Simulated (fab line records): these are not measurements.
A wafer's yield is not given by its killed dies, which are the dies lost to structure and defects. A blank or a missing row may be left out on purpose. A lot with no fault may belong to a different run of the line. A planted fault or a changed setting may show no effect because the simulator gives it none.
fab line records	flow sky130
record: lots: 24	wafers: 72	last-day: 50
route steps=708 shown METAL3@568 METAL4@598 CAP2M@607 VIA4@642 METAL5@667 PAD_OPEN@701
lots untouched by any fault: they come from a run of this same line in which no faults occurred
start-h: hours from the record's first day to the start of the lot's first wafer shown	wait-h: how many hours have passed since the lot's step before this one	" identical to the entry in the row above	L1.1+2: one row covering several wafers at once	- no value, or no start was given	* or withheld: withheld	< > ~ a bound
route shown NAME@n: names a module that has steps shown in the file, with the first one's number in the route	usual: mean/standard deviation of fault-free wafers	same: alike in all rows	chamber/n: place in a boat	sites: the reading at each site	_std_site: standard deviation of those values	_edge_site: outer sites' mean less inner sites'	radius-mm: how far each site lies from the wafer's centre	mask NAME#n: copy n	behind: the most recent tool/chamber to have shaped the wafer	hold: the reason the lot was held/the length of the hold in hours/how it ended	device: which transistor (n, p or np) failed to switch	end of line: the same wafers' tests at the end of the route	where a step has no rows: the recipe by itself	killed: the dies lost at the first sort to structure and to defects; this is not the yield of the wafer	map: per-die view of a wafer (x killed, . not killed, _ where there is no die)
set.NAME: the run value of the setting; set.NAME@STEP: its run value at that earlier step	model.NAME: the simulator's own value behind a step, which no gauge read
steps of the route over a sample of lots; a table a step, a row a wafer
services: the hour from which a tool's chamber was out of use, counted from the record's first day as start-h (under 0 if before that day), plus the number of hours and why
== steps ==
step: SKY_METAL3_METAL_ETCH_18
recipe: target-depth-a: 8450	stop-on: SiO2	over-etch-frac: 0.3	time-s: 183.1	chemistry: Cl2/BCl3	resist-sidewall-deg: 88	pressure-mtorr: 10	icp-w: 900	bias-w: 48.5	Cl2_flow_sccm: 60	bcl3-flow-sccm: 30
usual: drypump-motor-current-A: 5.2/0.39	oes-product-au: 0.866/0.0055	throttle-valve-pct: 22.265/0.0089
lot.wafer	tool	chamber	start-h	wait-h	drypump-motor-current-A	oes-product-au	rf-hours-counter-h	throttle-valve-pct
L074.1	rie-metal-04	1	894.07	0.0	5.3	0.874	8	22.255
L074.2	"	0	"	"	5.9	0.867	2	22.264
L074.3	"	1	"	"	5.3	0.871	-	22.268
L075.2	rie-metal-03	0	896.14	0.0	4.7	0.869	12	22.263
L075.3	"	0	"	"	4.7	0.856	-	22.267
L075.5	"	1	"	"	5.4	0.861	-	22.255
L076.2	rie-metal-03	1	909.77	0.0	5.4	0.873	7	22.271
L076.3	"	0	"	"	4.7	0.863	-	22.281
L076.6	"	1	"	"	5.4	0.868	-	22.254
L077.3	rie-metal-04	1	948.46	0.1	5.3	0.856	-	22.272
L077.4	"	0	"	"	5.9	0.864	-	22.281
L077.5	"	1	"	"	5.3	0.868	-	22.261
L079.2	rie-metal-03	1	956.38	0.0	5.4	0.863	9	22.280
L079.4	"	1	"	"	5.4	0.861	-	22.270
L079.6	"	0	"	"	4.7	0.869	-	22.259
L078.4	rie-metal-03	0	959.10	0.1	4.7	0.872	-	22.254
L078.5	"	0	"	"	4.7	0.870	-	22.255
L078.6	"	1	"	"	5.4	0.869	-	22.265
L080.1	rie-metal-01	0	963.91	0.0	5.3	0.861	2	22.287
L080.3	"	1	"	"	4.7	0.865	-	22.279
L080.6	"	0	"	"	5.3	0.868	-	22.258
L081.1	rie-metal-01	0	969.79	0.0	5.3	0.863	3	22.255
L081.5	"	0	"	"	5.3	0.858	-	22.270
L081.6	"	1	"	"	4.7	0.865	-	22.268
L082.3	rie-metal-04	1	973.93	0.1	5.3	0.873	-	22.260
L082.4	"	0	"	"	5.9	0.865	-	22.246
L082.5	"	1	"	"	5.2	0.858	-	22.253
L084.3	rie-metal-03	0	978.33	0.1	4.8	0.868	-	22.254
L084.5	"	1	"	"	5.4	0.873	-	22.280
L084.6	"	0	"	"	4.7	0.869	-	22.269
L083.3	rie-metal-03	1	979.29	0.1	5.4	0.864	-	22.267
L083.4	"	0	"	"	4.7	0.870	-	22.275
L083.5	"	0	"	"	4.7	0.873	-	22.256
L086.1	rie-metal-03	1	990.83	0.0	5.4	0.863	12	22.269
L086.2	"	0	"	"	4.7	0.870	17	22.256
L086.6	"	0	"	"	4.7	0.872	-	22.259
L085.1	rie-metal-03	0	993.67	0.0	4.7	0.866	17	22.269
L085.5	"	0	"	"	4.7	0.874	-	22.263
L085.6	"	1	"	"	5.4	0.872	-	22.256
L087.2	rie-metal-01	1	996.68	0.0	4.7	0.876	2	22.264
L087.3	"	0	"	"	5.3	0.865	-	22.278
L087.6	"	0	"	"	5.3	0.866	-	22.261
L088.1	rie-metal-01	0	1004.69	0.0	5.3	0.864	5	22.270
L088.3	"	0	"	"	5.3	0.858	-	22.268
L088.4	"	1	"	"	4.7	0.854	-	22.259
L089.1	rie-metal-01	1	1007.88	0.0	4.8	0.872	3	22.256
L089.5	"	1	"	"	4.7	0.871	-	22.252
L089.6	"	0	"	"	5.3	0.863	-	22.275
L090.1	rie-metal-01	0	1015.92	0.0	5.3	0.875	5	22.275
L090.2	"	1	"	"	4.7	0.873	3	22.270
L090.6	"	1	"	"	4.7	0.877	-	22.256
L091.1	rie-metal-01	0	1017.09	0.0	5.3	0.857	6	22.257
L091.3	"	0	"	"	5.3	0.867	-	22.259
L091.5	"	1	"	"	4.7	0.864	-	22.278
L092.1	rie-metal-01	0	1024.57	0.0	5.3	0.857	6	22.262
L092.3	"	1	"	"	4.7	0.870	-	22.261
L092.6	"	1	"	"	4.7	0.866	-	22.274
L093.1	rie-metal-04	1	1029.47	0.0	5.3	0.858	14	22.266
L093.3	"	0	"	"	5.9	0.863	-	22.270
L093.4	"	1	"	"	5.3	0.857	-	22.270
L094.1	rie-metal-04	1	1041.94	0.0	5.3	0.862	15	22.265
L094.2	"	0	"	"	5.9	0.869	10	22.267
L094.6	"	1	"	"	5.3	0.863	-	22.285
L095.1	rie-metal-01	0	1047.54	0.0	5.3	0.862	8	22.277
L095.3	"	0	"	"	5.3	0.863	-	22.273
L095.6	"	0	"	"	5.3	0.863	-	22.271
L096.1	rie-metal-01	0	1049.33	0.0	5.3	0.864	8	22.275
L096.4	"	1	"	"	4.7	0.862	-	22.267
L096.6	"	0	"	"	5.3	0.860	-	22.255
L097.1	rie-metal-04	0	1055.37	0.0	5.9	0.867	11	22.274
L097.2	"	1	"	"	5.3	0.875	15	22.260
L097.3	"	1	"	"	5.3	0.860	-	22.271
step: SKY_METAL4_SPUTTER_00
recipe: material: Ti	target-thk-nm: 15	power-w: 3000	time-s: 10	chamber-pressure-pa: 0.4
usual: throttle-valve-pct: 29.7/1.1
lot.wafer	tool	chamber	start-h	wait-h	throttle-valve-pct
L074.1	pvd-sputter-04	-	922.39	0.2	27.0
L074.2	"	-	"	"	28.9
L074.3	"	-	"	"	29.1
L075.2	pvd-sputter-01	-	923.37	0.1	29.1
L075.3	"	-	"	"	29.6
L075.5	"	-	"	"	29.6
L076.2	pvd-sputter-01	-	937.38	0.1	29.1
L076.3	"	-	"	"	30.5
L076.6	"	-	"	"	30.4
L077.3	pvd-sputter-04	-	975.59	0.1	29.4
L077.4	"	-	"	"	29.8
L077.5	"	-	"	"	29.0
L079.2	pvd-sputter-04	-	983.49	0.2	27.0
L079.4	"	-	"	"	29.2
L079.6	"	-	"	"	29.2
L078.4	pvd-sputter-02	-	986.22	0.2	29.8
L078.5	"	-	"	"	31.9
L078.6	"	-	"	"	30.0
L080.1	pvd-sputter-01	-	990.91	0.2	29.2
L080.3	"	-	"	"	29.6
L080.6	"	-	"	"	30.5
L081.1	pvd-sputter-02	-	996.40	0.2	29.9
L081.5	"	-	"	"	29.9
L081.6	"	-	"	"	29.7
L082.3	pvd-sputter-02	-	1000.22	0.2	29.6
L082.4	"	-	"	"	29.8
L082.5	"	-	"	"	31.9
L084.3	pvd-sputter-04	-	1004.18	0.1	29.5
L084.5	"	-	"	"	29.8
L084.6	"	-	"	"	27.2
L083.3	pvd-sputter-01	-	1005.58	0.2	29.2
L083.4	"	-	"	"	29.3
L083.5	"	-	"	"	29.3
L086.1	pvd-sputter-01	-	1016.54	0.2	30.5
L086.2	"	-	"	"	30.5
L086.6	"	-	"	"	30.6
L085.1	pvd-sputter-01	-	1019.74	0.2	30.2
L085.5	"	-	"	"	29.2
L085.6	"	-	"	"	29.5
L087.2	pvd-sputter-01	-	1021.97	0.1	29.1
L087.3	"	-	"	"	29.2
L087.6	"	-	"	"	29.4
L088.1	pvd-sputter-04	-	1029.67	0.1	29.3
L088.3	"	-	"	"	29.8
L088.4	"	-	"	"	29.2
L089.1	pvd-sputter-01	-	1033.36	0.2	29.1
L089.5	"	-	"	"	28.9
L089.6	"	-	"	"	29.2
L090.1	pvd-sputter-02	-	1041.01	0.2	32.0
L090.2	"	-	"	"	30.1
L090.6	"	-	"	"	30.2
L091.1	pvd-sputter-02	-	1042.48	0.1	30.2
L091.3	"	-	"	"	31.8
L091.5	"	-	"	"	32.0
L092.1	pvd-sputter-01	-	1050.25	0.1	29.4
L092.3	"	-	"	"	29.1
L092.6	"	-	"	"	29.2
L093.1	pvd-sputter-01	-	1054.53	0.2	29.0
L093.3	"	-	"	"	30.4
L093.4	"	-	"	"	29.6
L094.1	pvd-sputter-04	-	1066.80	0.1	29.0
L094.2	"	-	"	"	29.8
L094.6	"	-	"	"	26.7
L095.1	pvd-sputter-01	-	1071.95	0.1	30.3
L095.3	"	-	"	"	29.2
L095.6	"	-	"	"	29.2
L096.1	pvd-sputter-02	-	1072.31	0.2	31.8
L096.4	"	-	"	"	30.1
L096.6	"	-	"	"	29.8
L097.1	pvd-sputter-02	-	1078.95	0.1	30.0
L097.2	"	-	"	"	29.8
L097.3	"	-	"	"	29.6
step: SKY_CAP2M_THK_MEAS_04
recipe: thk-meas-gauge: xrf	reads: TiN_of_CAP2M_SPUTTER_02
usual: CAP2M_TIN_THK: 196.9/1.7
lot.wafer	tool	chamber	start-h	wait-h	CAP2M_TIN_THK[nm]
L074.1	film-metro-03	-	922.85	0.1	196.6
L074.2	"	-	"	"	194.5
L074.3	"	-	"	"	196.0
L075.2	film-metro-03	-	923.85	0.1	197.1
L075.3	"	-	"	"	197.4
L075.5	"	-	"	"	196.9
L076.2	film-metro-01	-	937.86	0.1	197.4
L076.3	"	-	"	"	197.2
L076.6	"	-	"	"	197.1
L077.3	film-metro-02	-	976.07	0.1	194.5
L077.4	"	-	"	"	195.6
L077.5	"	-	"	"	195.7
L079.2	film-metro-02	-	983.97	0.1	198.2
L079.4	"	-	"	"	198.8
L079.6	"	-	"	"	198.5
L078.4	film-metro-02	-	986.71	0.1	199.7
L078.5	"	-	"	"	199.8
L078.6	"	-	"	"	197.7
L080.1	film-metro-02	-	991.37	0.1	196.8
L080.3	"	-	"	"	198.3
L080.6	"	-	"	"	197.9
L081.1	film-metro-03	-	996.86	0.1	199.0
L081.5	"	-	"	"	196.9
L081.6	"	-	"	"	196.0
L082.3	film-metro-01	-	1000.72	0.1	197.4
L082.4	"	-	"	"	196.4
L082.5	"	-	"	"	196.6
L084.3	film-metro-02	-	1004.66	0.1	195.0
L084.5	"	-	"	"	195.1
L084.6	"	-	"	"	196.0
L083.3	film-metro-02	-	1006.08	0.1	196.2
L083.4	"	-	"	"	194.6
L083.5	"	-	"	"	195.8
L086.1	film-metro-02	-	1017.02	0.1	197.2
L086.2	"	-	"	"	199.9
L086.6	"	-	"	"	199.5
L085.1	film-metro-03	-	1020.21	0.1	197.3
L085.5	"	-	"	"	197.6
L085.6	"	-	"	"	198.2
L087.2	film-metro-02	-	1022.44	0.1	200.5
L087.3	"	-	"	"	200.9
L087.6	"	-	"	"	199.3
L088.1	film-metro-02	-	1030.13	0.1	197.4
L088.3	"	-	"	"	197.4
L088.4	"	-	"	"	196.6
L089.1	film-metro-03	-	1033.82	0.1	196.1
L089.5	"	-	"	"	196.1
L089.6	"	-	"	"	195.5
L090.1	film-metro-03	-	1041.47	0.1	196.1
L090.2	"	-	"	"	197.7
L090.6	"	-	"	"	197.4
L091.1	film-metro-03	-	1042.95	0.1	197.6
L091.3	"	-	"	"	196.5
L091.5	"	-	"	"	197.5
L092.1	film-metro-02	-	1050.72	0.1	198.1
L092.3	"	-	"	"	198.5
L092.6	"	-	"	"	197.0
L093.1	film-metro-02	-	1055.00	0.1	195.8
L093.3	"	-	"	"	197.5
L093.4	"	-	"	"	196.5
L094.1	film-metro-03	-	1067.27	0.1	194.6
L094.2	"	-	"	"	196.0
L094.6	"	-	"	"	194.5
L095.1	film-metro-03	-	1072.41	0.1	197.8
L095.3	"	-	"	"	198.8
L095.6	"	-	"	"	197.8
L096.1	film-metro-03	-	1072.77	0.1	194.6
L096.4	"	-	"	"	196.2
L096.6	"	-	"	"	194.2
L097.1	film-metro-03	-	1079.42	0.1	194.1
L097.2	"	-	"	"	195.7
L097.3	"	-	"	"	197.1
step: SKY_VIA4_BOW_MEAS_03
recipe: mode: bow
usual: VIA4_BOW: 77/8.5
lot.wafer	tool	chamber	start-h	wait-h	VIA4_BOW[um]
L074.1	film-metro-01	-	972.50	0.2	84
L074.2	"	-	"	"	79
L074.3	"	-	"	"	72
L075.2	film-metro-03	-	975.01	0.2	70
L075.3	"	-	"	"	68
L075.5	"	-	"	"	70
L076.2	film-metro-04	-	987.68	0.3	87
L076.3	"	-	"	"	93
L076.6	"	-	"	"	80
L077.3	film-metro-03	-	1023.88	0.1	76
L077.4	"	-	"	"	73
L077.5	"	-	"	"	83
L079.2	film-metro-04	-	1032.18	0.3	67
L079.4	"	-	"	"	76
L079.6	"	-	"	"	80
L078.4	film-metro-03	-	1034.32	0.2	67
L078.5	"	-	"	"	69
L078.6	"	-	"	"	68
L080.1	film-metro-03	-	1038.80	0.2	81
L080.3	"	-	"	"	86
L080.6	"	-	"	"	79
L081.1	film-metro-01	-	1043.88	0.1	59
L081.5	"	-	"	"	66
L081.6	"	-	"	"	63
L082.3	film-metro-04	-	1047.97	0.2	91
L082.4	"	-	"	"	75
L082.5	"	-	"	"	79
L084.3	film-metro-04	-	1051.20	0.3	81
L084.5	"	-	"	"	74
L084.6	"	-	"	"	67
L083.3	film-metro-01	-	1052.73	0.3	72
L083.4	"	-	"	"	76
L083.5	"	-	"	"	75
L086.1	film-metro-03	-	1063.15	0.1	67
L086.2	"	-	"	"	47
L086.6	"	-	"	"	63
L085.1	film-metro-03	-	1066.63	0.1	73
L085.5	"	-	"	"	80
L085.6	"	-	"	"	72
L087.2	film-metro-01	-	1068.01	0.2	67
L087.3	"	-	"	"	69
L087.6	"	-	"	"	63
L088.1	film-metro-01	-	1075.98	0.2	73
L088.3	"	-	"	"	84
L088.4	"	-	"	"	89
L089.1	film-metro-04	-	1079.09	0.2	78
L089.5	"	-	"	"	81
L089.6	"	-	"	"	81
L090.1	film-metro-03	-	1086.33	0.2	66
L090.2	"	-	"	"	81
L090.6	"	-	"	"	65
L091.1	film-metro-03	-	1087.53	0.2	72
L091.3	"	-	"	"	76
L091.5	"	-	"	"	74
L092.1	film-metro-03	-	1093.39	0.2	83
L092.3	"	-	"	"	100
L092.6	"	-	"	"	84
L093.1	film-metro-01	-	1098.56	0.1	77
L093.3	"	-	"	"	79
L093.4	"	-	"	"	85
L094.1	film-metro-01	-	1110.26	0.2	70
L094.2	"	-	"	"	76
L094.6	"	-	"	"	75
L095.1	film-metro-01	-	1115.82	0.2	81
L095.3	"	-	"	"	76
L095.6	"	-	"	"	82
L096.1	film-metro-03	-	1116.12	0.1	84
L096.4	"	-	"	"	80
L096.6	"	-	"	"	93
L097.1	film-metro-03	-	1123.28	0.2	87
L097.2	"	-	"	"	80
L097.3	"	-	"	"	77
step: SKY_METAL5_THK_MEAS_06
recipe: thk-meas-gauge: xrf	reads: AlCu_of_METAL5_SPUTTER_02
usual: METAL5_ALCU_THK: 1171/13
lot.wafer	tool	chamber	start-h	wait-h	METAL5_ALCU_THK[nm]
L074.1	film-metro-02	-	997.82	0.1	1183
L074.2	"	-	"	"	1190
L074.3	"	-	"	"	1172
L075.2	film-metro-02	-	999.98	0.1	1168
L075.3	"	-	"	"	1168
L075.5	"	-	"	"	1165
L076.2	film-metro-02	-	1011.92	0.1	1147
L076.3	"	-	"	"	1148
L076.6	"	-	"	"	1146
L077.3	film-metro-04	-	1047.37	0.1	1153
L077.4	"	-	"	"	1151
L077.5	"	-	"	"	1145
L079.2	film-metro-03	-	1055.64	0.1	1163
L079.4	"	-	"	"	1170
L079.6	"	-	"	"	1157
L078.4	film-metro-04	-	1057.89	0.1	1187
L078.5	"	-	"	"	1187
L078.6	"	-	"	"	1174
L080.1	film-metro-04	-	1061.85	0.1	1179
L080.3	"	-	"	"	1188
L080.6	"	-	"	"	1186
L081.1	film-metro-04	-	1067.21	0.1	1180
L081.5	"	-	"	"	1188
L081.6	"	-	"	"	1185
L082.3	film-metro-02	-	1070.62	0.1	1172
L082.4	"	-	"	"	1157
L082.5	"	-	"	"	1172
L084.3	film-metro-02	-	1074.44	0.1	1171
L084.5	"	-	"	"	1169
L084.6	"	-	"	"	1168
L083.3	film-metro-02	-	1075.73	0.1	1170
L083.4	"	-	"	"	1169
L083.5	"	-	"	"	1186
L086.1	film-metro-02	-	1086.02	0.1	1167
L086.2	"	-	"	"	1171
L086.6	"	-	"	"	1162
L085.1	film-metro-03	-	1088.89	0.1	1187
L085.5	"	-	"	"	1180
L085.6	"	-	"	"	1190
L087.2	film-metro-02	-	1089.92	0.1	1149
L087.3	"	-	"	"	1159
L087.6	"	-	"	"	1161
L088.1	film-metro-04	-	1097.35	0.1	1171
L088.3	"	-	"	"	1171
L088.4	"	-	"	"	1171
L089.1	film-metro-03	-	1100.69	0.1	1179
L089.5	"	-	"	"	1172
L089.6	"	-	"	"	1174
L090.1	film-metro-03	-	1108.22	0.1	1175
L090.2	"	-	"	"	1161
L090.6	"	-	"	"	1172
L091.1	film-metro-02	-	1110.39	0.1	1173
L091.3	"	-	"	"	1180
L091.5	"	-	"	"	1179
L092.1	film-metro-02	-	1116.09	0.1	1161
L092.3	"	-	"	"	1165
L092.6	"	-	"	"	1165
L093.1	film-metro-04	-	1120.96	0.1	1185
L093.3	"	-	"	"	1171
L093.4	"	-	"	"	1181
L094.1	film-metro-02	-	1132.86	0.1	1153
L094.2	"	-	"	"	1154
L094.6	"	-	"	"	1153
L095.1	film-metro-03	-	1137.20	0.1	1190
L095.3	"	-	"	"	1192
L095.6	"	-	"	"	1186
L096.1	film-metro-02	-	1137.30	0.1	1155
L096.4	"	-	"	"	1165
L096.6	"	-	"	"	1162
L097.1	film-metro-03	-	1142.60	0.1	1191
L097.2	"	-	"	"	1169
L097.3	"	-	"	"	1174
step: SKY_PAD_OPEN_ETCH_07
recipe: chemistry: CF4/O2	target-depth-nm: 725	stop-on: AlCu	source-w: 800	bias-w: 150	pressure-mtorr: 150	cf4-flow-sccm: 80	O2_flow_sccm: 10	time-s: 161.1
usual: drypump-motor-current-A: 5.6/0.52	oes-product-au: 0.972/0.0072	throttle-valve-pct: 5.963/0.0085
lot.wafer	tool	chamber	start-h	wait-h	drypump-motor-current-A	oes-product-au	rf-hours-counter-h	throttle-valve-pct
L074.1	rie-diel-04	1	1064.78	-	6.3	0.969	23	5.953
L074.2	"	2	"	"	5.6	0.971	22	5.966
L074.3	"	0	"	"	5.8	0.976	18	5.957
L075.2	rie-diel-01	0	1067.23	-	4.8	0.971	11	5.955
L075.3	"	3	"	"	6.3	0.965	27	5.948
L075.5	"	3	"	"	6.3	0.972	-	5.972
L076.2	rie-diel-04	3	1078.35	-	6.2	0.966	22	5.965
L076.3	"	2	"	"	5.6	0.960	22	5.947
L076.6	"	1	"	"	6.3	0.975	-	5.973
L077.3	rie-diel-01	3	1110.76	-	6.3	0.968	28	5.970
L077.4	"	0	"	"	4.8	0.979	13	5.948
L077.5	"	0	"	"	4.8	0.966	-	5.978
L079.2	rie-diel-01	3	1118.15	-	6.3	0.972	28	5.952
L079.4	"	1	"	"	5.9	0.967	17	5.966
L079.6	"	0	"	"	4.8	0.970	-	5.962
L078.4	rie-diel-03	2	1119.50	-	5.4	0.968	23	5.950
L078.5	"	1	"	"	5.9	0.976	-	5.963
L078.6	"	2	"	"	5.4	0.966	-	5.981
L080.1	rie-diel-04	0	1123.33	-	5.8	0.969	20	5.967
L080.3	"	3	"	"	6.2	0.984	23	5.974
L080.6	"	0	"	"	5.9	0.978	-	5.970
L081.1	rie-diel-01	1	1129.38	-	5.9	0.952	17	5.962
L081.5	"	3	"	"	6.2	0.969	-	5.969
L081.6	"	2	"	"	4.9	0.975	-	5.966
L082.3	rie-diel-03	1	1131.93	-	5.9	0.961	21	5.961
L082.4	"	3	"	"	4.9	0.974	7	5.971
L082.5	"	1	"	"	5.9	0.977	-	5.972
L084.3	rie-diel-03	0	1135.50	-	5.1	0.977	18	5.968
L084.5	"	3	"	"	4.9	0.978	-	5.960
L084.6	"	2	"	"	5.4	0.974	-	5.955
L083.3	rie-diel-03	2	1137.00	-	5.4	0.974	24	5.954
L083.4	"	0	"	"	5.1	0.984	18	5.975
L083.5	"	1	"	"	5.9	0.980	-	5.971
L086.1	rie-diel-04	1	1145.16	-	6.3	0.966	26	5.958
L086.2	"	2	"	"	5.5	0.959	24	5.953
L086.6	"	2	"	"	5.5	0.974	-	5.977
L085.1	rie-diel-01	3	1149.78	-	6.3	0.971	30	5.944
L085.5	"	0	"	"	4.8	0.971	-	5.952
L085.6	"	1	"	"	5.9	0.992	-	5.974
L087.2	rie-diel-03	0	1150.13	-	5.1	0.972	19	5.977
L087.3	"	2	"	"	5.4	0.963	24	5.949
L087.6	"	1	"	"	5.9	0.985	-	5.960
L088.1	rie-diel-04	3	1156.16	-	6.2	0.968	25	5.965
L088.3	"	1	"	"	6.3	0.974	26	5.953
L088.4	"	2	"	"	5.5	0.985	25	5.957
L089.1	rie-diel-03	0	1158.93	-	5.1	0.977	19	5.950
L089.5	"	0	"	"	5.1	0.987	-	5.966
L089.6	"	1	"	"	5.9	0.974	-	5.964
L090.1	rie-diel-01	1	1165.53	-	5.9	0.971	19	5.962
L090.2	"	3	"	"	6.3	0.964	30	5.958
L090.6	"	0	"	"	4.8	0.979	-	5.979
L091.1	rie-diel-03	2	1168.31	-	5.4	0.975	25	5.962
L091.3	"	1	"	"	5.9	0.971	22	5.969
L091.5	"	3	"	"	4.9	0.977	-	5.978
L092.1	rie-diel-04	1	1171.45	-	6.2	0.965	27	5.947
L092.3	"	3	"	"	6.2	0.974	25	5.959
L092.6	"	1	"	"	6.2	0.969	-	5.976
L093.1	rie-diel-04	3	1176.20	-	6.2	0.960	25	5.952
L093.3	"	0	"	"	5.8	0.966	22	5.962
L093.4	"	1	"	"	6.2	0.972	27	5.974
L094.1	rie-diel-03	0	1185.06	-	5.1	0.968	20	5.954
L094.2	"	3	"	"	4.9	0.969	9	5.976
L094.6	"	1	"	"	5.9	0.970	-	5.961
L095.1	rie-diel-04	3	1188.61	-	6.2	0.966	26	5.964
L095.3	"	1	"	"	6.3	0.975	27	5.967
L095.6	"	0	"	"	5.8	0.978	-	5.964
L096.1	rie-diel-01	0	1189.31	-	4.8	0.967	16	5.954
L096.4	"	2	"	"	4.9	0.970	19	5.957
L096.6	"	0	"	"	4.8	0.977	-	5.954
L097.1	rie-diel-03	2	1193.83	-	5.4	0.962	26	5.958
L097.2	"	0	"	"	5.1	0.965	21	5.967
L097.3	"	1	"	"	5.9	0.958	23	5.957
== services ==
tool	chamber	start-h	hours	kind
rie-diel-01	0	878.28	12.3	repair
rie-diel-03	0	887.95	4.0	repair
rie-diel-03	0	907.70	4.6	repair
rie-diel-04	3	910.51	33.5	repair
rie-diel-01	3	911.58	3.2	repair
rie-diel-01	-	916.71	4.3	pm
pvd-sputter-04	-	923.77	2.0	repair
rie-metal-03	-	927.07	0.5	repair
pvd-sputter-01	-	927.30	2.9	repair
rie-diel-01	1	944.63	5.4	repair
rie-metal-04	1	986.03	9.3	repair
rie-diel-03	0	997.67	10.1	repair
rie-diel-01	1	1004.25	10.0	repair
rie-diel-04	2	1010.83	4.7	repair
pvd-sputter-02	-	1060.02	3.7	repair
pvd-sputter-01	-	1074.98	2.1	repair
pvd-sputter-04	-	1075.36	3.0	repair
rie-diel-03	3	1088.90	3.8	repair
rie-diel-04	2	1089.02	2.8	repair
rie-metal-03	0	1129.51	14.2	repair
pvd-sputter-02	-	1140.04	10.4	repair
pvd-sputter-01	-	1143.99	9.9	repair
rie-diel-01	3	1159.02	6.0	repair
rie-diel-03	3	1162.30	1.5	repair
== key ==
fault none
